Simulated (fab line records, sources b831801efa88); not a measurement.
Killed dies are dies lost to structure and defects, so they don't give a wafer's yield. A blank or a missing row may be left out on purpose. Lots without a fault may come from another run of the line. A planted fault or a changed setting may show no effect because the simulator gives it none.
One fault seen from 2 desks | flow sky130 | each desk has only its own numbers; what lay behind them comes last

THE METROLOGY DESK
What the gauges read, lot by lot, whatever tool the lot ran on: means of the sampled wafers that have a number. A lot is out of limits, marked OUT, if its mean lies more than 4 standard deviations from the usual mean; the brackets give that distance.
Columns: A = VIA1_OVL at SKY_VIA1_OVL_MEAS_13, usual 1 nm
lot  | first seen here | A
L582 | day 34 00:04    | -9
L583 | day 34 02:07    | 3
L584 | day 34 18:52    | -2
L585 | day 34 23:04    | -6
L586 | day 35 08:39    | 3
L588 | day 36 01:43    | 4
L593 | day 37 09:46    | 8
L595 | day 38 12:16    | -4
L598 | day 39 01:16    | -1
L599 | day 39 10:46    | 2
L604 | day 40 21:46    | 2
L605 | day 41 08:07    | 6
This desk's finding: nothing out of limits on any of the 12 lots.

THE TOOL OWNER'S DESK: rie_diel-03
The tool's own readings at SKY_FIELD_ISO_ETCH_14 (etches BARC in N2/H2, stops on SiO2, time 45.9 s, target depth 60 nm): means of the sampled wafers that have a number, for each lot that ran on this tool. A lot is out of limits, marked OUT, if its mean lies more than 4 standard deviations from the usual mean; the brackets give that distance.
Columns: A = drypump_motor_current_A at SKY_FIELD_ISO_ETCH_14, usual 5.7 A; B = oes_product_au at SKY_FIELD_ISO_ETCH_14, usual 0.856 a.u.; C = run_length_s at SKY_FIELD_ISO_ETCH_14, usual 74.3 s; D = throttle_valve_pct at SKY_FIELD_ISO_ETCH_14, usual 13.225 %
lot  | first seen here | A   | B               | C               | D
L584 | day 2 16:55     | 5.6 | 0.854           | 74.5            | 13.228
L585 | day 2 20:58     | 5.2 | 0.856           | 74.4            | 13.231
L586 | day 3 02:54     | 5.4 | 0.856           | 74.5            | 13.214
L588 | day 3 11:52     | 5.9 | 0.857           | 74.1            | 13.231
L595 | day 4 23:28     | 6.0 | 0.857           | 74.2            | 13.221
L598 | day 5 15:21     | 5.3 | 0.754 (-21) OUT | 91.5 (+45) OUT  | 13.217
L599 | day 5 20:37     | 5.3 | 0.653 (-42) OUT | 108.7 (+90) OUT | 13.199
L604 | day 7 03:34     | 5.4 | 0.786 (-14) OUT | 85.8 (+30) OUT  | 13.218
This desk's finding: out of limits on L598, L599, L604; first on L598, day 5 15:21 (oes_product_au at SKY_FIELD_ISO_ETCH_14). In limits: L584, L585, L586, L588, L595.

PUT TOGETHER
The tool owner's desk could have raised an alarm at day 5 15:21, on L598, L599, L604.
The metrology desk saw nothing out of limits.
The metrology desk has L598, L599, L604 on record, within its limits.
Of the lots named, all ran SKY_FIELD_ISO_ETCH_14 on rie_diel-03.

WHAT THE SIMULATOR HAD PUT IN
Process parameter drift: rie_diel-03, from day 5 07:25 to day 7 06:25, at SKY_FIELD_ISO_ETCH_14. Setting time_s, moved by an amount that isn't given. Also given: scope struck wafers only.
Lots struck among those shown: L598, L599, L604.
Hours from the fault's start to each desk's first reading out of limits: the tool owner's desk, 8.
